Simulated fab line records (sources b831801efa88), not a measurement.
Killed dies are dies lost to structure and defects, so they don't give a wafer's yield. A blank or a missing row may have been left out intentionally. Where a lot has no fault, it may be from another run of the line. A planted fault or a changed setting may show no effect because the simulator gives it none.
Code-filled problem report in 8D (eight disciplines) form    flow gf180mcu    the parts of the form that need people (team, actions taken, sign-off) are left out

## 1. PROBLEM STATEMENT
MIM_ALCU_RS at GF_MIM_RS_MEAS_10 reads a mean of 0.2226 ohm/sq on 4 wafers of 3 lots; wafers without a fault read 0.1605 ohm/sq with a standard deviation of 0.0021. Relative to the usual mean, that is a shift of +30 standard deviations.
The step: measures by four-point-probe.
First observed at day 25 19:10: wafer L470.1, on film metro-02. Wafers with a number at this step in the record: 30, from 10 lots. Rule for "out" (also "out of limits"): further than 4 standard deviations from the usual mean. Any other wafer with a number is counted as sound.

## 2. WHAT IT IS; WHAT IT IS NOT
question                     is                              is not
which readings at this step  MIM_ALCU_RS                     -
which lots                   L470, L471, L472                L468, L480, L481, L482, L483, L486, L488
which wafers of those lots   L470.1, L470.5, L471.5, L472.1  L470.2, L471.2, L471.6, L472.2, L472.6
read on which gauges         film metro-02, film metro-03    film metro-04
when                         from day 25 19:10               up to then (4 sound wafers); but 22 sound wafers of L471, L472, L480, L481, L482, L483, L486, L488 came after

## 3. WHAT RULES OUT EACH SUSPECT
Counting: any tool at a process step up to the reading remains a suspect provided it ran every lot that is out. Sound lots after the first of them don't rule it out here, since some wafers of a struck lot are sound.
- the gauge at GF_MIM_RS_MEAS_10 is ruled out. Those wafers that are out were read across 2 gauges (film metro-02, film metro-03).
- pvd sputter-02 at GF_MIM_SPUTTER_08 (material AlCu, target thk 200 nm, time 10.6 s): kept. It processed each lot that is out (first: L470, day 25 19:07); up to then, its last sound lot is L468 (day 25 02:23).
Remaining after the count: pvd sputter-02 at GF_MIM_SPUTTER_08.

## 4. THE CAUSE (what the simulator had put in)
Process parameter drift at GF_MIM_SPUTTER_08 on pvd sputter-02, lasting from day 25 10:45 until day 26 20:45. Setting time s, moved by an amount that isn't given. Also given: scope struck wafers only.
Counting left only this tool.

## 5. THE EFFECT CHAIN, in route order
Each row: a reading whose mean over the struck wafers that have a number lies more than 3 standard deviations from the usual. Only readings whose record carries a usual standard deviation are examined. hours: median over the lots of the time between each lot's start at the first step of this table that gives one and its start at this step. sigmas: the change, counted in usual standard deviations.
hours  step                  reading             usual          on struck wafers  change   sigmas
0      GF_MIM_RS_MEAS_10     MIM_ALCU_RS         0.1605 ohm/sq  0.2226            +0.0621  +30
0      GF_MIM_THK_MEAS_11    MIM_ALCU_THK        199.7 nm       146.7             -53.0    -20
21     GF_MIM_METAL_ETCH_19  oes product au      0.941 a.u.     0.839             -0.102   -14
21     GF_MIM_METAL_ETCH_19  throttle valve pct  28.284 %       28.397            +0.113   +10
Here are the process steps it includes:
- GF_MIM_METAL_ETCH_19: etches the open film in Cl2/BCl3, stops on Si3N4, target depth 324.5 nm, time 54.1 s.

## 6. WHAT WOULD HAVE CAUGHT IT SOONER
In this record the first reading out of limits at a measuring or inspecting step was taken at day 25 19:10, 8 hours after the fault began at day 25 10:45.
No tool reading at GF_MIM_SPUTTER_08 that has a usual standard deviation in the record was out on any struck wafer, so an alarm limit of 4 standard deviations on those readings would not have fired.
Of the lots that are out (3), L471, L472 began GF_MIM_SPUTTER_08 on pvd sputter-02 after day 25 19:10. A hold on the tool at that time would have spared those 2.
